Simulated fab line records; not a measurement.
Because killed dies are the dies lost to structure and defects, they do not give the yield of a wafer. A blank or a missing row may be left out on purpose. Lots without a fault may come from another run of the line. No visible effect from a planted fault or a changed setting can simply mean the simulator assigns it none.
A struck lot beside a sound one	flow sky130	16 out of 708 route steps
Sound: wafers L868.2, L868.3, L868.6. Wafers struck: L865.5, L865.6. The cause is given at the end.
Order at every step that has rows: each side's tool, ch and its chambers, its first start. Under that, the readings that differ: sound wafers	struck wafers	difference of the means	sigmas: that difference in standard deviations of wafers without a fault.
alike: words and numbers the same on both sides, and readings whose means are apart by under 2 such deviations; not compared: readings that were withheld, readings missing a value for some wafer, numbers with overlapping values and no deviation given by the record, and bounds like >300 which may hide the same value.
Wherever a step has rows on one side only, a row that says differs or no value, or a row with sigmas, the two part there. When numbers do not overlap yet have no deviation, they are printed without sigmas and do not part them. Lack of a reading on every wafer of one side parts them only where that side has two or more wafers.

SKY_VT_ADJUST_HVTP_OVL_MEAS_08:
  sound on overlay-02, day 11 20:28; struck on overlay-02, day 11 09:38
  alike: VT_ADJUST_HVTP_OVL
then, 1 step without rows for these wafers: SKY_VT_ADJUST_HVTP_IMPLANT_09.
SKY_VT_ADJUST_HVTP_STRIP_10: strips in O2/N2.
  sound on plasma_asher-04 ch 1, day 11 20:38; struck on plasma_asher-03 ch 0,1, day 11 09:52
  alike: drypump_motor_current_A, o2_flow_sccm, oes_product_au, strip_time_to_endpoint_s
  not compared: rf_hours_counter_h
SKY_VT_ADJUST_HVTP_TW_MEAS_11:
  sound on film_metro-03, day 11 20:45; struck on film_metro-01, day 11 09:56
reading	sound	struck	difference	sigmas
VT_ADJUST_HVTP_TW	1340 1344 1336	1361 1352	+16	+2
then, 7 steps without rows for these wafers: SKY_VT_ADJUST_LVTN_DEHYDRATE_00 (time 60 s); SKY_VT_ADJUST_LVTN_HMDS_01 (prime time 60 s); SKY_VT_ADJUST_LVTN_COAT_02 (resist thk 3000 nm); SKY_VT_ADJUST_LVTN_SOFTBAKE_03; SKY_VT_ADJUST_LVTN_EXPOSE_04 (exposes mask NWM COMPLEMENT LESS NATIVE, target cd 840 nm); SKY_VT_ADJUST_LVTN_PEB_05; SKY_VT_ADJUST_LVTN_DEVELOP_06 (develop time 60 s).
SKY_VT_ADJUST_LVTN_OVL_MEAS_07:
  sound on overlay-01, day 12 20:43; struck on overlay-02, day 12 09:10
  alike: VT_ADJUST_LVTN_OVL
SKY_VT_ADJUST_LVTN_IMPLANT_08:
  sound on implanter-04 ch 0, day 12 20:46; struck on implanter-02 ch 0, day 12 09:17
  alike: dose_ions_cm2
SKY_VT_ADJUST_LVTN_STRIP_09: strips in O2/N2.
  sound on plasma_asher-03 ch 0,1, day 12 20:53; struck on plasma_asher-03 ch 0,1, day 12 09:24
  alike: drypump_motor_current_A, o2_flow_sccm, oes_product_au, strip_time_to_endpoint_s
  not compared: rf_hours_counter_h
SKY_VT_ADJUST_LVTN_TW_MEAS_10:
  sound on film_metro-03, day 12 21:00; struck on film_metro-04, day 12 09:42
reading	sound	struck	difference	sigmas
VT_ADJUST_LVTN_TW	239.4 239.7 240.4	226.1 225.4	-14.1	-12
  not compared: hold
-- here the record skips 38 days between the struck wafers' starts before and after, leaving off in module VT_ADJUST_LVTN and picking up in module PAD_OPEN (first step shown: number 708 of the route) --
SKY_PAD_OPEN_PROBE_99:
  sound on prober-01, day 50 13:34; struck on prober-02, day 50 12:07
reading	sound	struck	difference	sigmas
model.etest.nfet_01v8.drive_ua_um_range	11.64 6.072 9.863	17.89 17.52	+8.51	
model.etest.nfet_01v8_lvt.vt_sat_v (V)	0.5304 0.5331 0.5382	0.5041 0.5144	-0.0247	
model.etest.nfet_01v8_lvt.vt_long_v (V)	0.4355 0.4308 0.4338	0.427 0.4287	-0.006	
model.etest.nfet_01v8_lvt.body_rise_v (V)	0.1422 0.1424 0.1462	0.1369 0.1373	-0.0065	
  alike: killed_at_M0_to_M3, killed_at_M4_up, killed_at_contacts, killed_at_front_end, killed_at_other, killed_dies, killed_open, killed_short
  not compared: model.etest.nfet_01v8.vt_v_range

## WHERE THEY PART
Earliest at SKY_VT_ADJUST_HVTP_TW_MEAS_11; latest, in this record, at SKY_VT_ADJUST_LVTN_TW_MEAS_10. Later steps at which nothing parts them and some readings are alike: SKY_PAD_OPEN_PROBE_99.

WHY: what had been put in by the simulator
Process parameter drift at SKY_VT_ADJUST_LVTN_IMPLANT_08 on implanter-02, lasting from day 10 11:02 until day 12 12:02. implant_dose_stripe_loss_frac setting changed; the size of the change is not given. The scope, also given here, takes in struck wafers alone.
